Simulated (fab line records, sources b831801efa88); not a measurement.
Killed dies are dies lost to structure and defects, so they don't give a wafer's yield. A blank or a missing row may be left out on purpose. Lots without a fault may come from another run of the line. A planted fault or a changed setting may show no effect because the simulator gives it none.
Which tool did it? | flow sky130 | 13 lots, 39 wafers sampled, at 4 steps of a route of 708

WHAT THE GAUGES READ, wafer by wafer
SKY_FIELD_ISO_BOW_MEAS_00.
lot  | measured    | on            | INCOMING_BOW (um)
L263 | day 1 10:01 | film_metro-02 | -1 7 5
L264 | day 1 15:00 | film_metro-03 | -1 -8 0
L265 | day 1 20:04 | film_metro-02 | 5 1 3
L266 | day 2 01:02 | film_metro-03 | 6 -13 3
L267 | day 2 06:00 | film_metro-01 | 7 -1 4
L268 | day 2 11:00 | film_metro-01 | -4 -14 5
L270 | day 2 21:00 | film_metro-03 | -6 -1 4
L271 | day 3 02:00 | film_metro-03 | 11 -12 7
L277 | day 4 08:04 | film_metro-03 | 1 -8 -2
L279 | day 4 18:00 | film_metro-01 | 11 3 -7
L282 | day 5 09:00 | film_metro-01 | 5 -3 7
L283 | day 5 14:01 | film_metro-03 | 2 -2 -8
L286 | day 6 05:00 | film_metro-01 | -6 3 5

SKY_VT_ADJUST_LVTN_TW_MEAS_21.
lot  | measured     | on            | VT_ADJUST_LVTN_2_TW
L263 | day 8 11:41  | film_metro-04 | 187.0 186.5 187.1
L264 | day 8 13:46  | film_metro-02 | 188.1 187.9 188.6
L265 | day 8 13:38  | film_metro-01 | 191.3 190.4 191.6
L266 | day 8 15:07  | film_metro-01 | 190.5 189.9 190.4
L267 | day 9 01:17  | film_metro-04 | 186.8 187.7 186.1
L268 | day 9 05:54  | film_metro-04 | 187.1 186.5 187.4
L270 | day 9 19:38  | film_metro-01 | 190.8 190.5 190.3
L271 | day 10 03:14 | film_metro-04 | 185.8 186.1 186.1
L277 | day 11 21:01 | film_metro-04 | 177.6 176.7 176.7
L279 | day 12 07:19 | film_metro-01 | 179.0 178.4 178.4
L282 | day 13 03:03 | film_metro-02 | 187.7 188.3 186.7
L283 | day 13 08:20 | film_metro-04 | 188.8 188.4 188.7
L286 | day 14 12:56 | film_metro-01 | 189.2 189.5 189.4

SKY_LDD_P_OVL_MEAS_08.
lot  | measured     | on         | LDD_P_OVL (nm)
L263 | day 20 03:45 | overlay-01 | 2.9 -0.5 2.5
L264 | day 20 01:26 | overlay-02 | 0.7 1.4 1.9
L265 | day 19 22:03 | overlay-01 | 0.5 1.6 1.1
L266 | day 20 04:00 | overlay-02 | -0.6 0.8 0.3
L267 | day 20 14:11 | overlay-02 | -0.7 0.0 1.5
L268 | day 21 01:30 | overlay-01 | 1.2 1.1 0.6
L270 | day 21 19:32 | overlay-01 | 1.0 4.4 1.8
L271 | day 22 08:12 | overlay-02 | -0.6 -1.8 0.2
L277 | day 24 10:46 | overlay-02 | 1.5 1.2 2.8
L279 | day 24 21:35 | overlay-02 | 0.1 1.3 -0.5
L282 | day 26 21:26 | overlay-01 | 0.3 -2.1 -0.5
L283 | day 26 22:29 | overlay-01 | -0.3 -0.9 0.9
L286 | day 27 12:56 | overlay-01 | 0.1 -0.2 -1.9

WHICH TOOL RAN EACH LOT (tool, then ch and the chambers of the sampled wafers, then the start)
lot  | SKY_VT_ADJUST_LVTN_IMPLANT_19
L263 | implanter-02 ch 0, day 8 11:28
L264 | implanter-02 ch 0, day 8 13:31
L265 | implanter-04 ch 0, day 8 13:26
L266 | implanter-03 ch 0, day 8 14:54
L267 | implanter-04 ch 0, day 9 01:02
L268 | implanter-03 ch 0, day 9 05:39
L270 | implanter-02 ch 0, day 9 19:23
L271 | implanter-03 ch 0, day 10 02:59
L277 | implanter-02 ch 0, day 11 20:49
L279 | implanter-02 ch 0, day 12 07:04
L282 | implanter-03 ch 0, day 13 02:48
L283 | implanter-03 ch 0, day 13 08:07
L286 | implanter-03 ch 0, day 14 12:41
- SKY_VT_ADJUST_LVTN_IMPLANT_19

WHAT THE TOOLS THEMSELVES READ (means of the sampled wafers that have a number; where no wafer has one, the mark that the record gives instead)
SKY_VT_ADJUST_LVTN_IMPLANT_19.
lot  | tool         | faraday_current_uA
L263 | implanter-02 | 3.68
L264 | implanter-02 | 3.67
L265 | implanter-04 | 3.69
L266 | implanter-03 | 3.64
L267 | implanter-04 | 3.64
L268 | implanter-03 | 3.70
L270 | implanter-02 | 3.65
L271 | implanter-03 | 3.64
L277 | implanter-02 | 3.67
L279 | implanter-02 | 3.70
L282 | implanter-03 | 3.65
L283 | implanter-03 | 3.77
L286 | implanter-03 | 3.68

THE ANSWER, worked out from the rows above alone
Rule: what is usual is taken from the lots themselves. Put in order of their means at a reading, lots are off if they are a third of the lots or fewer, leave a main group of 4 or more, and stand apart from it by a gap of 3 or more times the standard deviation of the main group's means; of several such gaps the widest counts. A main group whose means are all the same, to the digits that the tables above print for the reading, isn't used. A lot without any number at a reading at which 4 lots or more have one is off too. The other lots that the step has rows for count as sound. The gauges are gone through in route order, then the tools' own readings, and for those a lot's mean is taken as printed above. The first step at which some lot is off is used, and at that step the reading that is off furthest; a lot without a number counts as furthest.
Off: L277, L279, at SKY_VT_ADJUST_LVTN_TW_MEAS_21 (VT_ADJUST_LVTN_2_TW). The main group: mean 188.4, standard deviation 1.6.
A tool fits if, at a process step before that reading, it ran every lot that is off, and no sound lot after the first of them. The gauges at SKY_VT_ADJUST_LVTN_TW_MEAS_21 are tried like those tools. One fits: implanter-02 at SKY_VT_ADJUST_LVTN_IMPLANT_19. Its last sound lot is L270 (day 9 19:23), its first lot that is off L277 (day 11 20:49): a fault that began between those two fits.

WHAT THE SIMULATOR HAD PUT IN
Process parameter drift: implanter-02, from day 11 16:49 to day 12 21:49, at SKY_VT_ADJUST_LVTN_IMPLANT_19. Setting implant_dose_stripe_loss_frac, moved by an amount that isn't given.
Lots struck among those shown: L277, L279. The rule above found the same.
